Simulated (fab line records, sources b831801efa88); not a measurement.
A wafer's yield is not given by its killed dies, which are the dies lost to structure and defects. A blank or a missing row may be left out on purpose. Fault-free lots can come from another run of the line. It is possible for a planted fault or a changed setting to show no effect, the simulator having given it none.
Which of the tools did it? :: flow sky130 :: 12 lots, 36 wafers sampled, at 4 steps of a route of 708

WHAT THE GAUGES SHOWED, per wafer
SKY_VIA1_THK_MEAS_23: measures by xrf.
lot: L075
measured: day 34 00:31
on: film-metro-04
VIA1_W_THK (nm): 267 275 265

lot: L077
measured: day 35 08:03
on: film-metro-04
VIA1_W_THK (nm): 276 272 274

lot: L078
measured: day 36 00:19
on: film-metro-02
VIA1_W_THK (nm): 266 272 265

lot: L081
measured: day 36 17:17
on: film-metro-02
VIA1_W_THK (nm): 266 275 262

lot: L083
measured: day 36 17:44
on: film-metro-04
VIA1_W_THK (nm): 265 269 267

lot: L085
measured: day 37 16:47
on: film-metro-02
VIA1_W_THK (nm): 274 273 270

lot: L087
measured: day 38 12:50
on: film-metro-01
VIA1_W_THK (nm): 265 265 267

lot: L089
measured: day 38 20:46
on: film-metro-02
VIA1_W_THK (nm): 271 270 270

lot: L092
measured: day 40 00:06
on: film-metro-04
VIA1_W_THK (nm): 275 269 275

lot: L093
measured: day 40 05:55
on: film-metro-02
VIA1_W_THK (nm): 273 272 273

lot: L095
measured: day 40 16:53
on: film-metro-04
VIA1_W_THK (nm): 273 275 273

lot: L097
measured: day 41 00:17
on: film-metro-04
VIA1_W_THK (nm): 270 269 270

EACH LOT AND THE TOOL THAT RAN IT (in order: tool; ch and the chambers of the sampled wafers; start)
lot: L075
SKY_CONTACT_SPUTTER_23: pvd-sputter-02, day 31 13:49
SKY_METAL1_SPUTTER_02: pvd-sputter-02, day 31 14:31
SKY_VIA1_SPUTTER_20: pvd-sputter-04, day 34 00:14

lot: L077
SKY_CONTACT_SPUTTER_23: pvd-sputter-02, day 32 22:53
SKY_METAL1_SPUTTER_02: pvd-sputter-04, day 32 23:35
SKY_VIA1_SPUTTER_20: pvd-sputter-03, day 35 07:46

lot: L078
SKY_CONTACT_SPUTTER_23: pvd-sputter-02, day 33 15:29
SKY_METAL1_SPUTTER_02: pvd-sputter-04, day 33 16:11
SKY_VIA1_SPUTTER_20: pvd-sputter-03, day 36 00:01

lot: L081
SKY_CONTACT_SPUTTER_23: pvd-sputter-02, day 34 07:58
SKY_METAL1_SPUTTER_02: pvd-sputter-04, day 34 08:40
SKY_VIA1_SPUTTER_20: pvd-sputter-03, day 36 16:59

lot: L083
SKY_CONTACT_SPUTTER_23: pvd-sputter-02, day 34 10:13
SKY_METAL1_SPUTTER_02: pvd-sputter-04, day 34 10:55
SKY_VIA1_SPUTTER_20: pvd-sputter-04, day 36 17:28

lot: L085
SKY_CONTACT_SPUTTER_23: pvd-sputter-03, day 35 08:30
SKY_METAL1_SPUTTER_02: pvd-sputter-01, day 35 09:13
SKY_VIA1_SPUTTER_20: pvd-sputter-01, day 37 16:31

lot: L087
SKY_CONTACT_SPUTTER_23: pvd-sputter-03, day 36 06:10
SKY_METAL1_SPUTTER_02: pvd-sputter-02, day 36 06:52
SKY_VIA1_SPUTTER_20: pvd-sputter-03, day 38 12:34

lot: L089
SKY_CONTACT_SPUTTER_23: pvd-sputter-02, day 36 14:14
SKY_METAL1_SPUTTER_02: pvd-sputter-04, day 36 14:56
SKY_VIA1_SPUTTER_20: pvd-sputter-03, day 38 20:28

lot: L092
SKY_CONTACT_SPUTTER_23: pvd-sputter-04, day 37 18:15
SKY_METAL1_SPUTTER_02: pvd-sputter-04, day 37 18:56
SKY_VIA1_SPUTTER_20: pvd-sputter-04, day 39 23:49

lot: L093
SKY_CONTACT_SPUTTER_23: pvd-sputter-04, day 37 23:32
SKY_METAL1_SPUTTER_02: pvd-sputter-01, day 38 00:14
SKY_VIA1_SPUTTER_20: pvd-sputter-03, day 40 05:38

lot: L095
SKY_CONTACT_SPUTTER_23: pvd-sputter-03, day 38 10:54
SKY_METAL1_SPUTTER_02: pvd-sputter-01, day 38 11:36
SKY_VIA1_SPUTTER_20: pvd-sputter-04, day 40 16:37

lot: L097
SKY_CONTACT_SPUTTER_23: pvd-sputter-04, day 38 19:23
SKY_METAL1_SPUTTER_02: pvd-sputter-02, day 38 20:07
SKY_VIA1_SPUTTER_20: pvd-sputter-03, day 41 00:01
- SKY_CONTACT_SPUTTER_23: material TiN, target thk 20 nm, time 80 s.
- SKY_METAL1_SPUTTER_02: material AlCu, target thk 250 nm, time 13.3 s.
- SKY_VIA1_SPUTTER_20: material TiN, target thk 20 nm, time 80 s.

THE ANSWER, worked out from the rows above alone
Rule: the usual values come from the lots themselves. Put in order of their means at a reading, lots are off if they are a third of the lots or fewer, leave a main group of 4 or more, and stand apart from it by a gap of 3 or more times the standard deviation of the main group's means; of several such gaps the widest counts. A main group is skipped when, at the precision printed for the reading in the tables above, its means are all equal. A lot without any number at a reading at which 4 lots or more have one is off too. All remaining lots with rows at the step are treated as sound.
No lot is off on any of the readings shown, so nothing can be concluded from this.

WHAT THE SIMULATOR HAD INSERTED
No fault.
